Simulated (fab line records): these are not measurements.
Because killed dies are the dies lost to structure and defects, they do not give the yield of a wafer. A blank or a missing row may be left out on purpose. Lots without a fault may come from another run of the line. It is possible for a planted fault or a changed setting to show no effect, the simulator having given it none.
Matching of chambers | flow sky130 | SKY_VIA2_ETCH_15 on rieDiel-02 has 4 sister chambers
The step etches SiO2 in C4F8/O2/Ar, stops on TiN, target depth 546 nm, time 84 s. 4 wafers are shown with their chamber, then 8 later ones without.

EACH WAFER AND ITS CHAMBER
wafer  | chamber | oesProductAu (a.u.)
L081.3 | 0       | 0.941
L085.4 | 3       | 0.936
L085.6 | 2       | 0.938
L089.1 | 1       | 0.941

WAFERS WITH NO CHAMBER GIVEN
wafer  | oesProductAu (a.u.)
L089.2 | 0.935
L089.3 | 0.929
L092.1 | 0.941
L092.2 | 0.943
L092.6 | 0.943
L097.1 | 0.931
L097.4 | 0.939
L097.5 | 0.945

EACH ONE'S CHAMBER
wafer  | from the rows above               | in truth
L089.2 | can't be placed: 3 or 2 or 0 or 1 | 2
L089.3 | can't be placed: 3 or 2 or 0 or 1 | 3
L092.1 | can't be placed: 0 or 1 or 2 or 3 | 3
L092.2 | can't be placed: 0 or 1 or 2 or 3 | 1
L092.6 | can't be placed: 0 or 1 or 2 or 3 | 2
L097.1 | can't be placed: 3 or 2 or 0 or 1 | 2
L097.4 | can't be placed: 2 or 0 or 1 or 3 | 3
L097.5 | can't be placed: 0 or 1 or 2 or 3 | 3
Correct placement for 0 of the 8. Unplaceable from these rows: 8, with the true chamber sitting among the candidates in 8. 0 placed wrongly.
How it was worked out, from the rows above alone: a wafer's distance from a chamber is the root of the sum, over the readings, of the square of ((its reading less the chamber's mean) divided by the reading's scatter). If the next closest chamber is less than 2 further off than the closest, the wafer can't be placed; otherwise it belongs to the closest. The mean given for a chamber averages the wafers shown for that chamber. The scatter: with one shown wafer a chamber, the root of the mean of the squares of how far each hidden wafer lies from its nearest shown one.
